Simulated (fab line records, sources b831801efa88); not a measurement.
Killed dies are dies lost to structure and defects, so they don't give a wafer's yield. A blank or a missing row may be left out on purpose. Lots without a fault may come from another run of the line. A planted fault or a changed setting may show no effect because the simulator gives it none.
fab line records | flow sky130
record lots=13 wafers=39 last_day=49
route steps=708 shown VIA3@588 PAD_OPEN@708
lots that met no fault: from a run of the same line without faults
start_h: hours from the record's first day to the start of the lot's first wafer shown | wait_h: hours since the lot's step before | " the same as in the row above | L1.1+2: a row that stands for several wafers | - no value, or no start given | * or withheld: withheld | < > ~ a bound
route shown NAME@n: a module of which the file shows steps, and the number in the route of the first | usual: mean/standard deviation of fault-free wafers | same: alike in all rows | chamber/n: place in a boat | sites: the reading at each site | _std_site: their standard deviation | _edge_site: outer sites' mean less inner sites' | radius_mm: how far each site lies from the wafer's centre | mask NAME#n: copy n | behind: the tool/chamber that last shaped the wafer | hold: why the lot was held/for how many hours/how that ended | device: the transistor (n, p or np) that didn't switch | end of line: the same wafers' tests at the end of the route | a step without rows: its recipe alone | killed: dies lost to structure and defects at the first sort, not the wafer's yield | map: a wafer's dies, x killed, . not, _ none there
set.NAME: the setting as run; set.NAME@STEP: as run at that earlier step | model.NAME: the simulator's own value behind a step, which no gauge read
steps of the route over a sample of lots; a table a step, a row a wafer
services: from which hour (start_h, from the record's first day; less than 0 if before it) a tool's chamber was out of use, for how many hours, and why
## steps
# step SKY_VIA3_ETCH_15
# recipe target=SiO2 chemistry=C4F8/O2/Ar target_depth_nm=507 stop_on=TiN mask_material=KrF-thick source_w=1500 bias_w=1200 pressure_mtorr=40 c4f8_flow_sccm=withheld O2_flow_sccm=6 Ar_flow_sccm=300 time_s=78
# usual oes_product_au=0.946/0.0049 rf_fwd_power_W=1491/5.4
# columns lot.wafer tool chamber start_h wait_h oes_product_au rf_fwd_power_W rf_hours_counter_h
L551.4 rie_diel-03 3 926.97 0.0 0.942 1482 5
L551.5 " 2 " " 0.947 1491 -
L551.6 " 1 " " 0.949 1494 -
L553.1 rie_diel-04 1 938.32 0.0 0.941 1494 2
L553.5 " 1 " " 0.947 1488 -
L553.6 " 0 " " 0.947 1494 -
L552.1 rie_diel-04 2 940.82 0.0 0.951 1488 3
L552.4 " 0 " " 0.943 1496 8
L552.5 " 1 " " 0.930 1489 -
L554.1 rie_diel-02 2 950.62 0.0 0.942 1491 23
L554.3 " 3 " " 0.950 1496 8
L554.5 " 3 " " 0.948 1497 -
L555.2 rie_diel-04 1 954.75 0.0 0.941 1496 2
L555.4 " 0 " " 0.947 1487 8
L555.5 " 3 " " 0.943 1491 -
L556.2 rie_diel-03 1 971.03 0.0 0.947 1495 18
L556.4 " 0 " " 0.941 1491 30
L556.5 " 3 " " 0.951 1487 -
L558.2 rie_diel-02 3 979.73 0.0 0.945 1495 9
L558.3 " 2 " " 0.954 1487 24
L558.4 " 1 " " 0.951 1485 10
L561.2 rie_diel-04 2 997.27 0.0 0.954 1734 6
L561.3 " 3 " " 0.943 1489 11
L561.6 " 2 " " 0.939 1727 -
L564.1 rie_diel-03 2 1019.00 0.0 0.950 1495 9
L564.3 " 3 " " 0.952 1481 8
L564.6 " 0 " " 0.945 1489 -
L565.1 rie_diel-04 2 1026.62 0.0 0.950 1732 7
L565.5 " 2 " " 0.949 1731 -
L565.6 " 0 " " 0.941 1501 -
L566.2 rie_diel-02 3 1034.75 0.0 0.939 1493 10
L566.4 " 0 " " 0.949 1492 9
L566.6 " 0 " " 0.950 1499 -
L567.1 rie_diel-02 2 1041.47 0.0 0.946 1491 25
L567.2 " 0 " " 0.947 1490 9
L567.5 " 3 " " 0.942 1493 -
L571.1 rie_diel-02 3 1064.97 0.0 0.949 1495 11
L571.3 " 1 " " 0.942 1486 13
L571.4 " 1 " " 0.951 1491 -
# step SKY_VIA3_STRIP_16
# recipe chemistry=O2/N2 power_w=1400 pressure_mtorr=1500 platen_temp_c=withheld o2_flow_sccm=3000 n2_flow_sccm=300 overash_fraction=0.5
# usual drypump_motor_current_A=5.5/0.45 oes_product_au=0.402/0.0045 strip_time_to_endpoint_s=4.136/0.023
# columns lot.wafer tool chamber start_h wait_h drypump_motor_current_A oes_product_au rf_hours_counter_h strip_time_to_endpoint_s
L551.4 plasma_asher-04 0 927.06 0.1 5.0 0.408 - 4.153
L551.5 " 0 " " 5.0 0.406 - 4.128
L551.6 " 1 " " 5.3 0.408 - 4.119
L553.1 plasma_asher-01 0 938.38 0.0 6.6 0.400 51 4.143
L553.5 " 1 " " 6.0 0.396 - 4.140
L553.6 " 0 " " 6.6 0.399 - 4.160
L552.1 plasma_asher-02 0 940.88 0.0 5.6 0.405 20 4.122
L552.4 " 0 " " 5.6 0.395 - 4.158
L552.5 " 1 " " 5.4 0.399 - 4.132
L554.1 plasma_asher-02 0 950.68 0.0 5.6 0.399 21 4.099
L554.3 " 0 " " 5.6 0.402 - 4.113
L554.5 " 1 " " 5.4 0.403 - 4.115
L555.2 plasma_asher-02 1 954.81 0.0 5.4 0.400 21 4.117
L555.4 " 0 " " 5.6 0.406 - 4.139
L555.5 " 1 " " 5.4 0.398 - 4.111
L556.2 plasma_asher-04 1 971.09 0.0 5.3 0.389 115 4.110
L556.4 " 0 " " 5.0 0.402 - 4.120
L556.5 " 0 " " 4.9 0.404 - 4.139
L558.2 plasma_asher-01 1 979.79 0.0 6.0 0.403 54 4.146
L558.3 " 1 " " 6.0 0.406 - 4.107
L558.4 " 0 " " 6.6 0.399 - 4.138
L561.2 plasma_asher-02 1 997.33 0.0 5.4 0.402 26 4.071
L561.3 " 1 " " 5.4 0.402 - 4.154
L561.6 " 1 " " 5.4 0.405 - 4.077
L564.1 plasma_asher-04 0 1019.06 0.0 5.0 0.401 120 4.148
L564.3 " 1 " " 5.3 0.400 - 4.155
L564.6 " 0 " " 5.0 0.403 - 4.181
L565.1 plasma_asher-04 1 1026.71 0.1 5.3 0.402 121 4.056
L565.5 " 0 " " 5.0 0.408 - 4.071
L565.6 " 1 " " 5.3 0.401 - 4.175
L566.2 plasma_asher-02 1 1034.81 0.0 5.4 0.403 30 4.109
L566.4 " 0 " " 5.6 0.405 - 4.128
L566.6 " 1 " " 5.4 0.408 - 4.147
L567.1 plasma_asher-02 0 1041.53 0.0 5.5 0.397 30 4.136
L567.2 " 1 " " 5.4 0.400 30 4.145
L567.5 " 1 " " 5.4 0.399 - 4.137
L571.1 plasma_asher-01 0 1065.03 0.0 6.6 0.409 62 4.144
L571.3 " 1 " " 6.0 0.407 - 4.163
L571.4 " 0 " " 6.6 0.393 - 4.124
# step SKY_PAD_OPEN_PROBE_99
# usual defect_limited_yield=82.8/2 killed_at_M0_to_M3=42/7.3 killed_at_M4_up=3.2/1.8 killed_at_contacts=25/5.2 killed_at_front_end=15/4.6 killed_at_other=0.3/0.62 killed_dies=85/9.9 killed_on_rim=17/3.9 killed_open=46/7.1 killed_short=38/5.7 sort_bin_3_pad_short=0.9/0.42 sort_bin_5_function=10.0/1.5 sort_bin_6_memory=6.3/1.2 sort_n_pass=407/9.9 sort_yield_pct=82.8/2
# same gross_dies=492 killed_at_back_side=0 sort_bin_4_leakage[%]=0 sort_bin_8_speed[%]=0
# columns lot.wafer tool chamber start_h wait_h defect_limited_yield[%] killed_at_M0_to_M3 killed_at_M4_up killed_at_contacts killed_at_front_end killed_at_other killed_dies killed_on_rim killed_open killed_short sort_bin_3_pad_short[%] sort_bin_5_function[%] sort_bin_6_memory[%] sort_n_pass sort_yield_pct[%]
L561.2 prober-02 - 1133.51 0.1 83.1 46 3 27 7 0 83 13 42 41 1.2 9.1 6.5 409 83.1
L561.3 prober-02 - 1133.56 0.2 81.1 54 5 24 9 1 93 22 48 45 0.8 10.8 7.3 399 81.1
L561.6 prober-02 - 1133.71 0.2 83.1 50 4 20 9 0 83 19 55 28 1.0 10.2 5.7 409 83.1
L571.1 prober-02 - 1186.74 0.1 81.3 41 6 31 14 0 92 21 50 40 1.0 9.3 8.3 400 81.3
L571.3 prober-02 - 1186.84 0.2 79.1 58 5 22 17 1 103 16 62 41 0.6 12.4 7.9 389 79.1
L571.4 prober-02 - 1186.89 0.2 82.9 44 3 19 18 0 84 17 53 29 0.4 11.0 5.7 408 82.9
# killed by level:class
L561.2 CONTACT:geometric_particle:open=14 VIA1:geometric_particle:open=9 VIA1:geometric_particle:short=7 METAL1:geometric_particle:short=6 LI_CONTACT:geometric_particle:open=5 LOCAL_INTERCONNECT:geometric_particle:short=5 VIA3:geometric_particle:open=5 METAL2:geometric_particle:short=4
L561.3 VIA1:geometric_particle:open=15 METAL1:geometric_particle:short=9 LI_CONTACT:geometric_particle:open=7 LI_CONTACT:geometric_particle:short=6 CONTACT:geometric_particle:open=5 VIA1:geometric_particle:short=5 VIA3:geometric_particle:short=4 VIA2:geometric_particle:short=4
L561.6 VIA1:geometric_particle:open=19 CONTACT:geometric_particle:open=7 VIA3:geometric_particle:open=7 POLY_GATE:geometric_particle:open=5 VIA2:geometric_particle:open=5 LI_CONTACT:geometric_particle:open=4 LOCAL_INTERCONNECT:geometric_particle:short=3 METAL1:geometric_particle:short=3
L571.1 VIA2:geometric_particle:open=10 CONTACT:geometric_particle:open=9 VIA1:geometric_particle:open=8 LOCAL_INTERCONNECT:geometric_particle:short=7 VIA3:geometric_particle:open=7 FIELD_ISO:geometric_particle:short=5 LI_CONTACT:geometric_particle:open=5 CONTACT:geometric_particle:short=5
L571.3 VIA1:geometric_particle:open=14 VIA3:geometric_particle:open=11 VIA2:geometric_particle:open=8 FIELD_ISO:geometric_particle:open=7 CONTACT:geometric_particle:open=7 VIA1:geometric_particle:short=7 CONTACT:geometric_particle:short=5 POLY_GATE:geometric_particle:short=4
L571.4 VIA1:geometric_particle:open=13 VIA2:geometric_particle:open=8 METAL2:geometric_particle:short=7 FIELD_ISO:geometric_particle:open=6 CONTACT:geometric_particle:open=6 VIA3:geometric_particle:open=5 POLY_GATE:geometric_particle:open=4 LI_CONTACT:geometric_particle:open=4
## services
# columns tool chamber start_h hours kind
rie_diel-04 - 905.35 0.6 repair
rie_diel-03 1 927.38 10.7 repair
rie_diel-04 - 936.89 0.9 repair
plasma_asher-04 - 939.21 2.8 pm
rie_diel-02 1 944.17 4.7 repair
rie_diel-02 1 949.62 13.7 repair
rie_diel-02 3 950.87 4.8 repair
plasma_asher-01 - 960.13 15.8 pm
rie_diel-02 3 977.78 1.4 repair
rie_diel-03 - 979.83 14.6 pm
rie_diel-02 - 989.23 14.6 pm
rie_diel-03 0 998.64 - clean
rie_diel-03 0 998.64 17.9 scheduled_down
rie_diel-03 1 1001.26 4.1 repair
rie_diel-04 3 1024.89 8.0 repair
rie_diel-04 1 1025.32 1.6 repair
rie_diel-03 0 1032.71 12.4 repair
rie_diel-02 2 1045.87 7.2 repair
plasma_asher-04 - 1055.25 9.0 pm
plasma_asher-04 0 1055.25 9.0 vent_cycle
plasma_asher-04 1 1055.25 9.0 vent_cycle
rie_diel-02 2 1057.39 11.7 repair
plasma_asher-04 0 1064.25 - clean
plasma_asher-04 1 1064.25 - clean
## key
first_sign step=SKY_VIA3_ETCH_15 reading=rf_fwd_power_W direction=up sigmas=45 usual=1491 struck=1731
effect step=SKY_VIA3_STRIP_16 reading=strip_time_to_endpoint_s direction=down sigmas=2.9 usual=* struck=*
met_at SKY_VIA3_ETCH_15
struck_lots L561,L565
struck_wafers L561.2,L561.6,L565.1,L565.5
onset_between 940.82 997.27
fault kind=process_parameter_drift tool=rie_diel-04 chamber=2 onset_h=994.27 steps=SKY_VIA3_ETCH_15 channel=source_w offset=240 shape=step end_h=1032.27 acts_in=these_recipes_only stated=1500
